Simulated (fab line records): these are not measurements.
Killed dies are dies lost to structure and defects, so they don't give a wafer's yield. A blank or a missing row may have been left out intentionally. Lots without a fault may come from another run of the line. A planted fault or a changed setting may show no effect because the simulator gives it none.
A struck lot beside a sound one	flow sfqLine	42 steps out of a route of 325
Sound: the wafers L129.1, L129.4, L129.6. Struck: wafer L143.1 (left out: L143.2, L143.6 of the same lot, which were not struck); the cause appears at the end.
At each step with rows: each side's tool, then ch and its chambers, then its first start. Under that, the readings that differ: sound wafers	struck wafers	difference of the means	sigmas: that difference in standard deviations of wafers without a fault.
alike: a reading whose means differ by less than 2 such deviations, as well as words and numbers matching on both sides. not compared: withheld readings; readings where some wafer has no value; bounds like >300 that might hide an equal value; numbers whose values overlap and for which the record gives no deviation.
The two part at a step that has a row with sigmas, a row that says differs or no value, or rows on one side only. When numbers do not overlap yet have no deviation, they are printed without sigmas and do not part them. A reading missing from all wafers of one side parts the sides only when that side holds two or more wafers.

first, 6 steps without rows for these wafers: SFQ_TRILAYER_M6_LITHO_COAT_164 (resist thk 62 nm); SFQ_TRILAYER_M6_LITHO_COAT_159 (resist thk 600 nm); SFQ_TRILAYER_M6_LITHO_SOFTBAKE_163; SFQ_TRILAYER_M6_LITHO_EXPOSE_160 (exposes mask M6, target cd 500 nm); SFQ_TRILAYER_M6_LITHO_PEB_162 (peb time 60 s); SFQ_TRILAYER_M6_LITHO_DEVELOP_161 (time 60 s).
SFQ_M6_OVL_MEAS_940:
  sound on overlay-01, day 71 08:29; struck on overlay-02, day 81 06:25
  alike: M6_OVL
then, 2 steps without rows for these wafers: SFQ_TRILAYER_M6_BARC_OPEN_METAL_ETCH_206 (etches BARC in O2, target depth 125 nm, time 41.7 s); SFQ_TRILAYER_M6_ETCH_METAL_ETCH_162 (etches Nb in Cl2/Ar, stops on SiO2, target depth 240 nm, time 120 s).
SFQ_TRILAYER_M6_STRIP_STRIP_163: strips in O2.
  sound on rieMetal-03 ch 1, day 71 08:42; struck on rieMetal-01 ch 1, day 81 06:38
  alike: drypumpMotorCurrentA, oesProductAu
  not compared: rfHoursCounterH
then, 1 step without rows for these wafers: SFQ_TRILAYER_M6_STRIP_SOLV_CLEAN_164 (cleans in NMP, time 600 s).
SFQ_TRILAYER_I6_DEP_PECVD_165: deposits SiO2 from SiH4/N2O, time 111.11 s, target thk 500 nm.
  sound on pecvd-01 ch 0,1,2, day 71 09:28; struck on pecvd-02 ch 0, day 81 07:25
  alike: heaterPowerW, throttleValvePct
SFQ_TRILAYER_I6_CMP_CMP_166: polishes SiO2.
  sound on cmp-02 ch 1,2,3, day 71 10:03; struck on cmp-01 ch 2, day 81 07:59
reading	sound	struck	difference	sigmas
timeToEndpointS (s)	201 218 215	180	-31	-4
model.SiO2_of_TRILAYER_I6_DEP_PECVD_165.thkNm (nm)	198.4 199.3 199	249.8	+50.9	
  alike: headPressurePsi, motorCurrentA, retainingRingPressureFrac
SFQ_I6_BOW_MEAS_941:
  sound on filmMetro-04, day 71 12:33; struck on filmMetro-01, day 81 10:29
  alike: I6_BOW
SFQ_TRILAYER_I6_METRO_MEASURE_167:
  sound on filmMetro-04, day 71 12:40; struck on filmMetro-01, day 81 10:37
reading	sound	struck	difference	sigmas
thkNm (nm)	198.4 199.4 199.0	249.8	+50.9	+51
then, 6 steps without rows for these wafers: SFQ_TRILAYER_I6_VIA_LITHO_COAT_174 (resist thk 62 nm); SFQ_TRILAYER_I6_VIA_LITHO_COAT_169 (resist thk 650 nm); SFQ_TRILAYER_I6_VIA_LITHO_SOFTBAKE_173; SFQ_TRILAYER_I6_VIA_LITHO_EXPOSE_170 (exposes mask I6, target cd 700 nm); SFQ_TRILAYER_I6_VIA_LITHO_PEB_172 (peb time 60 s); SFQ_TRILAYER_I6_VIA_LITHO_DEVELOP_171 (time 60 s).
SFQ_I6_OVL_MEAS_942:
  sound on overlay-02, day 71 16:07; struck on overlay-01, day 82 16:05
  alike: I6_OVL
then, 1 step without rows for these wafers: SFQ_TRILAYER_I6_VIA_BARC_OPEN_VIA_ETCH_235 (etches BARC in O2, target depth 125 nm, time 41.7 s).
SFQ_TRILAYER_I6_VIA_ETCH_VIA_ETCH_172: etches SiO2 in CHF3, stops on Nb, target depth 260 nm.
  sound on rieDiel-03 ch 0,1, day 71 16:12; struck on rieDiel-03 ch 2, day 82 16:10
reading	sound	struck	difference	sigmas
oesProductAu (a.u.)	0.852 0.855 0.851	0.956	+0.103	+21
model.etch.depthNm (nm)	198.4 199.3 199	248.5	+49.6	
model.I6.featureDepthNm (nm)	198.4 199.3 199	248.5	+49.6	
  alike: drypumpMotorCurrentA
then, 2 steps without rows for these wafers: SFQ_TRILAYER_I6_VIA_STRIP_STRIP_173 (strips in O2); SFQ_TRILAYER_I6_VIA_STRIP_SOLV_CLEAN_174 (cleans in NMP, time 600 s).
SFQ_TRILAYER_M7_DEP_PRE_CLEAN_176: time 22.5 s.
  sound on pvdSputter-06, day 71 17:06; struck on pvdSputter-06, day 82 17:04
reading	sound	struck	difference	sigmas
model.SiO2_of_TRILAYER_I6_DEP_PECVD_165.thkNm (nm)	190.9 191.8 191.5	242.3	+50.9	
then, 1 step without rows for these wafers: SFQ_TRILAYER_M7_DEP_SPUTTER_175 (material Nb, target thk 200 nm, time 133.3 s).
SFQ_M7_RS_MEAS_943: measures by four-point-probe.
  sound on filmMetro-04, day 71 17:13; struck on filmMetro-02, day 82 17:11
  alike: M7_NB_RS
then, 6 steps without rows for these wafers: SFQ_TRILAYER_M7_LITHO_COAT_182 (resist thk 62 nm); SFQ_TRILAYER_M7_LITHO_COAT_177 (resist thk 600 nm); SFQ_TRILAYER_M7_LITHO_SOFTBAKE_181; SFQ_TRILAYER_M7_LITHO_EXPOSE_178 (exposes mask M7, target cd 500 nm); SFQ_TRILAYER_M7_LITHO_PEB_180 (peb time 60 s); SFQ_TRILAYER_M7_LITHO_DEVELOP_179 (time 60 s).
SFQ_M7_OVL_MEAS_945:
  sound on overlay-01, day 76 05:20; struck on overlay-02, day 82 19:49
  alike: M7_OVL
SFQ_TRILAYER_M7_BARC_OPEN_METAL_ETCH_229: etches BARC in O2, target depth 125 nm, time 41.7 s.
  sound on rieMetal-04 ch 0,1, day 76 05:22; struck on rieMetal-02 ch 0, day 82 19:50
  alike: drypumpMotorCurrentA, oesProductAu
  not compared: rfHoursCounterH
then, 1 step without rows for these wafers: SFQ_TRILAYER_M7_ETCH_METAL_ETCH_180 (etches Nb in Cl2/Ar, stops on SiO2, target depth 240 nm, time 120 s).
SFQ_TRILAYER_M7_STRIP_STRIP_181: strips in O2.
  sound on rieMetal-04 ch 0,1, day 76 05:33; struck on rieMetal-02 ch 0, day 82 20:02
  alike: drypumpMotorCurrentA, oesProductAu
  not compared: rfHoursCounterH
then, 1 step without rows for these wafers: SFQ_TRILAYER_M7_STRIP_SOLV_CLEAN_182 (cleans in NMP, time 600 s).
SFQ_TRILAYER_I7_DEP_PECVD_183: deposits SiO2 from SiH4/N2O, time 111.11 s, target thk 500 nm.
  sound on pecvd-04 ch 0,1, day 76 06:20; struck on pecvd-02 ch 0, day 82 20:48
  alike: heaterPowerW, throttleValvePct
SFQ_M8_BOW_MEAS_951:
  sound on filmMetro-02, day 80 10:07; struck on filmMetro-04, day 83 08:20
reading	sound	struck	difference	sigmas
model.etest.i6.linkOhm	1.875 1.881 1.872	1.923	+0.047	
  alike: M8_BOW

WHERE THEY PART
At SFQ_TRILAYER_I6_CMP_CMP_166 first; at SFQ_TRILAYER_I6_VIA_ETCH_VIA_ETCH_172 last (within this record only). Later steps at which nothing parts them and some readings are alike: SFQ_M7_RS_MEAS_943, SFQ_M7_OVL_MEAS_945, SFQ_TRILAYER_M7_BARC_OPEN_METAL_ETCH_229, SFQ_TRILAYER_M7_STRIP_STRIP_181, SFQ_TRILAYER_I7_DEP_PECVD_183, SFQ_M8_BOW_MEAS_951.

WHY: whatever the simulator had introduced
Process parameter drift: cmp-01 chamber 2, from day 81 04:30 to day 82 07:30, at SFQ_TRILAYER_I6_CMP_CMP_166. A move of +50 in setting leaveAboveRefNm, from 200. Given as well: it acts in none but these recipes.
